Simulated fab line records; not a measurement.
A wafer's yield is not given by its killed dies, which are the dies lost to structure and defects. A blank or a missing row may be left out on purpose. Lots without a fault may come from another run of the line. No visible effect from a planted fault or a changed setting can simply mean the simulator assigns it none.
Which tool was responsible? -- flow sfq line -- 7 lots with 21 wafers sampled at 5 steps, on a route of 325 steps

## WHAT THE GAUGES READ, wafer by wafer
SFQ_M6_RS_MEAS_938: a four-point-probe measurement.
lot,measured,on,M6_NB_RS (ohm/sq)
L594,day 77 08:47,film metro-03,0.891 0.886 0.900
L596,day 77 13:25,film metro-02,0.885 0.886 0.892
L599,day 78 15:47,film metro-03,0.883 0.883 0.879
L601,day 79 02:34,film metro-02,0.884 0.892 0.884
L605,day 80 07:38,film metro-03,0.884 0.885 0.882
L607,day 81 11:13,film metro-04,0.436 0.441 0.438
L614,day 86 03:52,film metro-04,0.870 0.869 0.877

## WHICH TOOL RAN EACH LOT (tool, then ch and the chambers of the sampled wafers, then the start)
lot,SFQ_TRILAYER_A5B_CMP_CMP_130,SFQ_TRILAYER_R5_BARC_OPEN_METAL_ETCH_177,SFQ_TRILAYER_I5_STRIP_STRIP_148,SFQ_TRILAYER_M6_DEP_SPUTTER_157
L594,"cmp-02 ch 1,2, day 71 04:05","rie metal-04 ch 1, day 76 03:40","rie metal-04 ch 0,1, day 76 16:52","pvd sputter-03, day 77 08:41"
L596,"cmp-01 ch 0,3, day 71 14:55","rie metal-03 ch 0,1, day 76 13:13","rie metal-02 ch 0,1, day 76 21:52","pvd sputter-03, day 77 13:17"
L599,"cmp-02 ch 0,2,3, day 73 05:30","rie metal-03 ch 0,1, day 78 07:58","rie metal-01 ch 0,1, day 78 11:53","pvd sputter-03, day 78 15:39"
L601,"cmp-02 ch 1,2,3, day 73 18:28","rie metal-04 ch 0,1, day 78 18:45","rie metal-04 ch 0,1, day 78 22:09","pvd sputter-06, day 79 02:28"
L605,"cmp-01 ch 1,2, day 75 05:28","rie metal-04 ch 0,1, day 79 21:10","rie metal-02 ch 0,1, day 80 01:36","pvd sputter-03, day 80 07:30"
L607,"cmp-01 ch 0,1,2, day 76 18:31","rie metal-04 ch 0,1, day 81 01:57","rie metal-02 ch 0,1, day 81 05:21","pvd sputter-03, day 81 10:51"
L614,"cmp-02 ch 0,3, day 77 10:43","rie metal-03 ch 0,1, day 81 16:21","rie metal-04 ch 0,1, day 82 02:57","pvd sputter-03, day 86 03:46"
- SFQ_TRILAYER_A5B_CMP_CMP_130: polishes, stops on Nb, target thk 340.7 nm.
- SFQ_TRILAYER_R5_BARC_OPEN_METAL_ETCH_177: etches BARC in O2, target depth 125 nm, time 41.7 s.
- SFQ_TRILAYER_I5_STRIP_STRIP_148: strips in O2.
- SFQ_TRILAYER_M6_DEP_SPUTTER_157: material Nb, target thk 200 nm, time 133.3 s.

## THE ANSWER, worked out from the rows above alone
Rule: the lots themselves supply what counts as usual. Put in order of their means at a reading, lots are off if they are a third of the lots or fewer, leave a main group of 4 or more, and stand apart from it by a gap of 3 or more times the standard deviation of the main group's means; of several such gaps the widest counts. Not used: any main group whose means are identical at the precision the tables above print for the reading. Also off: a lot with no number at a reading for which 4 or more lots have one. All remaining lots with rows at the step are treated as sound.
Off: at SFQ_M6_RS_MEAS_938 (M6_NB_RS), L607. For the main group the mean is 0.884 ohm/sq and the standard deviation 0.0063.
A tool fits if, at a process step before that reading, it ran every lot that is off, and no sound lot after the first of them. Those tools and the gauges at SFQ_M6_RS_MEAS_938 are tried in the same way. Can't be told from this: 3 tools fit, cmp-01 at SFQ_TRILAYER_A5B_CMP_CMP_130, rie metal-04 at SFQ_TRILAYER_R5_BARC_OPEN_METAL_ETCH_177, rie metal-02 at SFQ_TRILAYER_I5_STRIP_STRIP_148.

## WHAT THE SIMULATOR HAD PUT IN
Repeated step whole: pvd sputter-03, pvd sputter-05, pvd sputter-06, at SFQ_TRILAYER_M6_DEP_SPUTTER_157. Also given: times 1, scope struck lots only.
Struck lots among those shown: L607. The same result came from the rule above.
